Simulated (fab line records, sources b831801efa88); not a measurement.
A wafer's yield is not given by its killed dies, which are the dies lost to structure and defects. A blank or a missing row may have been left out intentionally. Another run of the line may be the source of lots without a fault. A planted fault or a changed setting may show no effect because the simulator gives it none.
A struck lot beside a sound one	flow sky130	17 out of 708 route steps
Sound: wafers L712.2, L712.4, L712.6. Struck: wafers L703.3, L703.4. The cause is given at the end.
At each step with rows: each side's tool, then ch and its chambers, then its first start. Under that, the readings that differ: sound wafers	struck wafers	difference of the means	sigmas: that difference in standard deviations of wafers without a fault.
alike: readings whose means differ by less than 2 such deviations, and words and numbers that are the same on both sides. not compared: withheld readings, readings that some wafer has no value for, bounds like >300 that may hide the same value, and numbers for which the record gives no deviation and whose values overlap.
Wherever a step has rows on one side only, a row that says differs or no value, or a row with sigmas, the two part there. Numbers that don't overlap but have no deviation are shown without sigmas and don't part them. Lack of a reading on every wafer of one side parts them only where that side has two or more wafers.

first, 2 steps without rows for these wafers: SKY_CONTACT_PEB_12; SKY_CONTACT_DEVELOP_13 (develop time 60 s).
SKY_CONTACT_CD_MEAS_14: target cd 170 nm.
  struck on cdSem-01, day 35 18:26; sound on cdSem-01, day 38 04:37
  alike: cdNm
SKY_CONTACT_OVL_MEAS_15:
  struck on overlay-02, day 35 18:31; sound on overlay-01, day 38 04:43
reading	sound	struck	difference	sigmas
CONTACT_OVL (nm)	10 7 6	-16 -4	-18	-3
then, 1 step without rows for these wafers: SKY_CONTACT_ETCH_16 (etches BARC in N2/H2, stops on SiO2, time 45.9 s, target depth 60 nm).
SKY_CONTACT_ETCH_17: etches SiO2 in C4F8/O2/Ar, stops on Si3N4, target depth 340 nm.
  sound on rieDiel-01 ch 1,2, day 38 04:47; struck on rieDiel-01 ch 0,3, day 35 18:35
  alike: oesProductAu
SKY_CONTACT_ETCH_18: etches Si3N4 in CHF3/O2, stops on TiN, time 39 s, target depth 75 nm.
  sound on rieDiel-01 ch 1,2; struck on rieDiel-01 ch 0,3
  alike: drypumpMotorCurrentA, oesProductAu, throttleValvePct
  not compared: rfHoursCounterH
SKY_CONTACT_STRIP_19: strips in O2/N2.
  sound on plasmaAsher-02 ch 0,1, day 38 04:53; struck on plasmaAsher-03 ch 0,1, day 35 18:43
  alike: drypumpMotorCurrentA, oesProductAu, stripTimeToEndpointS
  not compared: rfHoursCounterH
then, 3 steps without rows for these wafers: SKY_CONTACT_STRIP_20 (strips in post etch residue remover, time 1200 s); SKY_CONTACT_CLEAN_21 (cleans in IPA, time 180 s); SKY_CONTACT_CLEAN_22 (cleans in O3/DIW).
SKY_CONTACT_SPUTTER_23: material TiN, target thk 20 nm, time 80 s.
  struck on pvdSputter-03, day 35 19:19; sound on pvdSputter-04, day 38 05:30
  alike: throttleValvePct
SKY_CONTACT_CVD_24: deposits W, target thk 340 nm, time 102.12 s.
  sound on cvdW-02 ch 0,1, day 38 05:34; struck on cvdW-02 ch 0,1, day 35 19:24
reading	sound	struck	difference	sigmas
model.W_of_CONTACT_CVD_24.thkNm (nm)	334.6 337.1 338.8	467.4 469.4	+131.6	
  alike: heaterPowerW
SKY_CONTACT_RS_MEAS_25: measurement is done with a four-point probe.
  struck on filmMetro-02, day 35 19:31; sound on filmMetro-04, day 38 05:41
reading	sound	struck	difference	sigmas
CONTACT_W_RS (ohm/sq)	0.343 0.341 0.339	0.245 0.243	-0.097	-29
SKY_CONTACT_THK_MEAS_26: measures by xrf.
  struck on filmMetro-02, day 35 19:37; sound on filmMetro-04, day 38 05:48
reading	sound	struck	difference	sigmas
CONTACT_W_THK (nm)	342 344 348	477 477	+132	+35
SKY_CONTACT_CMP_27: polishes, stops on SiO2, t overpolish 15 s, target thk 0 nm.
  sound on cmp-01 ch 0,1, day 38 05:51; struck on cmp-01 ch 1,2, day 35 19:40
reading	sound	struck	difference	sigmas
timeToEndpointS (s)	85.6 84.8 83.5	111.1 110.4	+26.1	+9
  alike: motorCurrentA
SKY_METAL1_SPUTTER_00: material Ti, target thk 15 nm, time 10 s.
  struck on pvdSputter-04, day 35 19:58; sound on pvdSputter-03, day 38 06:09
  alike: throttleValvePct

== WHERE THEY PART ==
Earliest at SKY_CONTACT_OVL_MEAS_15; latest, in this record, at SKY_CONTACT_CMP_27. Later steps at which nothing parts them and some readings are alike: SKY_METAL1_SPUTTER_00.

WHY: what the simulator had put in
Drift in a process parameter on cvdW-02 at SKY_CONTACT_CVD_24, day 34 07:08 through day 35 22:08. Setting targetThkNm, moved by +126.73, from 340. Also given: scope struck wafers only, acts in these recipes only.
